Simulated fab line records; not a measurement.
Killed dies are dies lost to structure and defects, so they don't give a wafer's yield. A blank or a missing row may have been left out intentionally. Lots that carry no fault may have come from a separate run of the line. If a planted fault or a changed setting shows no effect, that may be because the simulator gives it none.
What tool caused it? | flow sky130 | 32 wafers from 11 lots sampled at 6 of the route's 708 steps

== WHAT THE GAUGES READ, wafer by wafer ==
SKY_CONTACT_THK_MEAS_03. Usual: CONTACT_HDPCVD_THK typically reads 566 nm, with standard deviation 9.1.
lot  | measured     | on           | CONTACT_HDPCVD_THK (nm) | flag
L944 | day 31 20:34 | filmMetro-02 | 560 540 565             | 
L947 | day 32 16:02 | filmMetro-03 | 569 565                 | 
L949 | day 33 11:17 | filmMetro-01 | 574 574 557             | 
L957 | day 35 18:41 | filmMetro-02 | 565 550 559             | 
L958 | day 36 04:29 | filmMetro-03 | 573 570 568             | 
L959 | day 36 07:47 | filmMetro-03 | 559 563 551             | 
L960 | day 36 17:53 | filmMetro-01 | 574 577 585             | 
L961 | day 37 01:24 | filmMetro-01 | 581 568 578             | 
L962 | day 37 11:11 | filmMetro-02 | 564 566 561             | 
L963 | day 37 11:51 | filmMetro-03 | 570 574 570             | 
L964 | day 37 19:08 | filmMetro-01 | 555 556 577             | 

SKY_CONTACT_OVL_MEAS_15. Usual: CONTACT_OVL typically reads -1 nm, with standard deviation 5.1.
lot  | measured     | on         | CONTACT_OVL (nm) | flag
L944 | day 33 00:37 | overlay-02 | -3 -3 -1         | 
L947 | day 33 19:34 | overlay-02 | 8 -1             | 
L949 | day 34 14:31 | overlay-02 | 2 11 2           | 
L957 | day 36 20:22 | overlay-02 | -3 1 -7          | 
L958 | day 37 06:58 | overlay-01 | 1 -1 1           | 
L959 | day 37 10:35 | overlay-01 | 2 5 5            | 
L960 | day 37 20:48 | overlay-01 | -4 0 -7          | 
L961 | day 38 03:31 | overlay-02 | -13 -12 -3       | 
L962 | day 38 13:16 | overlay-02 | 10 5 9           | 
L963 | day 38 14:17 | overlay-01 | 3 5 5            | 
L964 | day 38 21:34 | overlay-01 | 0 -5 -1          | 

SKY_CONTACT_RS_MEAS_25: the measuring method here is four-point-probe. Usual: CONTACT_W_RS typically reads 0.337 ohm/sq, with standard deviation 0.0045.
lot  | measured     | on           | CONTACT_W_RS (ohm/sq) | flag
L944 | day 33 01:32 | filmMetro-03 | 0.336 0.333 0.333     | 
L947 | day 33 20:30 | filmMetro-01 | 0.772 0.804           | OFF
L949 | day 34 15:29 | filmMetro-03 | 0.334 0.778 0.331     | OFF
L957 | day 36 21:19 | filmMetro-01 | 0.339 0.342 0.342     | 
L958 | day 37 07:53 | filmMetro-01 | 0.333 0.331 0.334     | 
L959 | day 37 11:32 | filmMetro-02 | 0.342 0.342 0.343     | 
L960 | day 37 21:46 | filmMetro-02 | 0.334 0.331 0.335     | 
L961 | day 38 04:55 | filmMetro-02 | 0.346 0.341 0.346     | 
L962 | day 38 14:14 | filmMetro-01 | 0.348 0.343 0.342     | 
L963 | day 38 15:13 | filmMetro-01 | 0.335 0.330 0.334     | 
L964 | day 38 22:31 | filmMetro-01 | 0.334 0.329 0.339     | 

SKY_CONTACT_THK_MEAS_26: measures by xrf. Usual: CONTACT_W_THK typically reads 338 nm, with standard deviation 5.2.
lot  | measured     | on           | CONTACT_W_THK (nm) | flag
L944 | day 33 01:40 | filmMetro-03 | 339 340 339        | 
L947 | day 33 20:37 | filmMetro-01 | 151 146            | OFF
L949 | day 34 15:35 | filmMetro-03 | 340 149 344        | OFF
L957 | day 36 21:26 | filmMetro-01 | 339 339 338        | 
L958 | day 37 08:01 | filmMetro-01 | 347 347 344        | 
L959 | day 37 11:38 | filmMetro-02 | 330 328 328        | 
L960 | day 37 21:52 | filmMetro-02 | 335 340 337        | 
L961 | day 38 05:02 | filmMetro-02 | 324 329 325        | 
L962 | day 38 14:20 | filmMetro-01 | 330 336 335        | 
L963 | day 38 15:20 | filmMetro-01 | 343 348 342        | 
L964 | day 38 22:38 | filmMetro-01 | 345 347 337        | 

== EACH LOT AND THE TOOL THAT RAN IT (in order: tool; ch and the chambers of the sampled wafers; start) ==
lot  | SKY_LOCAL_INTERCONNECT_ETCH_13   | SKY_CONTACT_CVD_24
L944 | rieMetal-03 ch 0,1, day 31 19:42 | cvdW-02 ch 0,1, day 33 01:26
L947 | rieMetal-02 ch 0,1, day 32 15:10 | cvdW-02 ch 1, day 33 20:23
L949 | rieMetal-03 ch 0,1, day 33 10:22 | cvdW-02 ch 0,1, day 34 15:23
L957 | rieMetal-03 ch 0,1, day 35 17:48 | cvdW-01 ch 0,1, day 36 21:11
L958 | rieMetal-03 ch 0,1, day 36 03:36 | cvdW-02 ch 0,1, day 37 07:47
L959 | rieMetal-01 ch 0,1, day 36 06:54 | cvdW-01 ch 0, day 37 11:24
L960 | rieMetal-03 ch 0,1, day 36 16:58 | cvdW-02 ch 0,1, day 37 21:38
L961 | rieMetal-01 ch 0,1, day 37 00:31 | cvdW-01 ch 0,1, day 38 04:49
L962 | rieMetal-02 ch 0,1, day 37 10:16 | cvdW-01 ch 0,1, day 38 14:06
L963 | rieMetal-03 ch 0,1, day 37 10:58 | cvdW-02 ch 0,1, day 38 15:06
L964 | rieMetal-02 ch 0,1, day 37 18:15 | cvdW-02 ch 0,1, day 38 22:25
- SKY_LOCAL_INTERCONNECT_ETCH_13: etches BARC in N2/H2, stops on SiO2, time 45.9 s, target depth 60 nm.
- SKY_CONTACT_CVD_24: deposits W, target thk 340 nm, time 102.12 s.

== WHAT THE TOOLS THEMSELVES READ (means of the sampled wafers that have a number; where no wafer has one, the mark that the record gives instead) ==
SKY_LOCAL_INTERCONNECT_ETCH_13. Usual: drypumpMotorCurrentA 6.0 A, standard deviation 0.49; heBacksideLeakSccm 3.3 sccm, standard deviation 0.33; oesProductAu 0.855 a.u., standard deviation 0.0047; throttleValvePct 13.224 %, standard deviation 0.009.
lot  | tool        | drypumpMotorCurrentA (A) | heBacksideLeakSccm (sccm) | oesProductAu (a.u.) | throttleValvePct (%) | flag
L944 | rieMetal-03 | 6.0                      | 3.4                       | 0.852               | 13.226               | 
L947 | rieMetal-02 | 5.5                      | 3.2                       | 0.854               | 13.216               | 
L949 | rieMetal-03 | 5.9                      | 3.4                       | 0.854               | 13.218               | 
L957 | rieMetal-03 | 5.9                      | 3.4                       | 0.858               | 13.218               | 
L958 | rieMetal-03 | 6.0                      | 3.4                       | 0.854               | 13.229               | 
L959 | rieMetal-01 | 5.9                      | 3.3                       | 0.854               | 13.227               | 
L960 | rieMetal-03 | 6.2                      | 3.3                       | 0.848               | 13.221               | 
L961 | rieMetal-01 | 6.3                      | 3.3                       | 0.853               | 13.227               | 
L962 | rieMetal-02 | 5.5                      | 3.2                       | 0.850               | 13.211               | 
L963 | rieMetal-03 | 5.9                      | 3.5                       | 0.853               | 13.215               | 
L964 | rieMetal-02 | 5.6                      | 4.2                       | 0.856               | 13.222               | 

SKY_CONTACT_CVD_24. Usual: heaterPowerW 869 W, standard deviation 51; susceptorTempC 400.01 C, standard deviation 0.23.
lot  | tool    | heaterPowerW (W) | susceptorTempC (C) | flag
L944 | cvdW-02 | 872              | 399.86             | 
L947 | cvdW-02 | 856              | 400.35             | 
L949 | cvdW-02 | 866              | 400.14             | 
L957 | cvdW-01 | 892              | 400.41             | 
L958 | cvdW-02 | 863              | 400.04             | 
L959 | cvdW-01 | 792              | 400.30             | 
L960 | cvdW-02 | 859              | 400.05             | 
L961 | cvdW-01 | 905              | 399.87             | 
L962 | cvdW-01 | 913              | 400.06             | 
L963 | cvdW-02 | 866              | 399.73             | 
L964 | cvdW-02 | 882              | 400.03             | 

== THE ANSWER, worked out from the rows above alone ==
Rule: a lot counts as off when the mean over its wafers that have a number is more than 3 standard deviations away from the usual mean. Also off: a lot with no number at a reading for which 4 or more lots have one. The other lots that the step has rows for count as sound. The gauges are gone through in route order, then the tools' own readings, and for those a lot's mean is taken as printed above. The first step at which some lot is off is used, and at that step the reading that is off furthest; a lot without a number counts as furthest.
Off: L947, L949, seen at SKY_CONTACT_RS_MEAS_25 (CONTACT_W_RS).
A tool fits if, at a process step before that reading, it ran every lot that is off, and no sound lot after the first of them. Gauges at SKY_CONTACT_RS_MEAS_25: tried the same way as those tools. Not one of the candidates tried fits.

== WHAT THE SIMULATOR PUT IN ==
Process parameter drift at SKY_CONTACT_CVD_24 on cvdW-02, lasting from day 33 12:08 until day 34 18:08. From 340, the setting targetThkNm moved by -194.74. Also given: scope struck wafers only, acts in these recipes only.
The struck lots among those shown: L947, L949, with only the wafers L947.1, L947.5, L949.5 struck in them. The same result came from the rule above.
